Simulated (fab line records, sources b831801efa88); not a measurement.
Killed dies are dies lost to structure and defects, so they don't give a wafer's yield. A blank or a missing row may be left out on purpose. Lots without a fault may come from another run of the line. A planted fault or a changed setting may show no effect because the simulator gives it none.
Which tool did it? | flow gf180mcu | 12 lots, 36 wafers sampled, at 1 step of a route of 602

WHAT THE GAUGES READ, wafer by wafer
GF_V1_THK_MEAS_25: measures by xrf.
lot  | measured     | on            | V1_W_THK (nm)
L075 | day 18 00:56 | film_metro-02 | 340 333 330
L077 | day 19 04:55 | film_metro-02 | 345 345 345
L079 | day 20 01:23 | film_metro-04 | 343 334 344
L081 | day 21 02:56 | film_metro-01 | 346 345 348
L083 | day 22 01:15 | film_metro-04 | 345 345 348
L085 | day 23 00:26 | film_metro-02 | 342 338 342
L087 | day 23 11:10 | film_metro-01 | 344 340 351
L089 | day 24 06:07 | film_metro-04 | 344 349 351
L091 | day 24 13:35 | film_metro-01 | 343 348 345
L094 | day 25 05:08 | film_metro-04 | 346 345 344
L095 | day 25 11:48 | film_metro-02 | 343 341 345
L097 | day 26 03:38 | film_metro-02 | 342 337 343

WHICH TOOL RAN EACH LOT (tool, then ch and the chambers of the sampled wafers, then the start)
The record holds no process step before these readings.

THE ANSWER, worked out from the rows above alone
Rule: what is usual is taken from the lots themselves. Put in order of their means at a reading, lots are off if they are a third of the lots or fewer, leave a main group of 4 or more, and stand apart from it by a gap of 3 or more times the standard deviation of the main group's means; of several such gaps the widest counts. A main group whose means are all the same, to the digits that the tables above print for the reading, isn't used. A lot without any number at a reading at which 4 lots or more have one is off too. The other lots that the step has rows for count as sound.
No lot is off at any reading shown: from this, nothing can be told.

WHAT THE SIMULATOR HAD PUT IN
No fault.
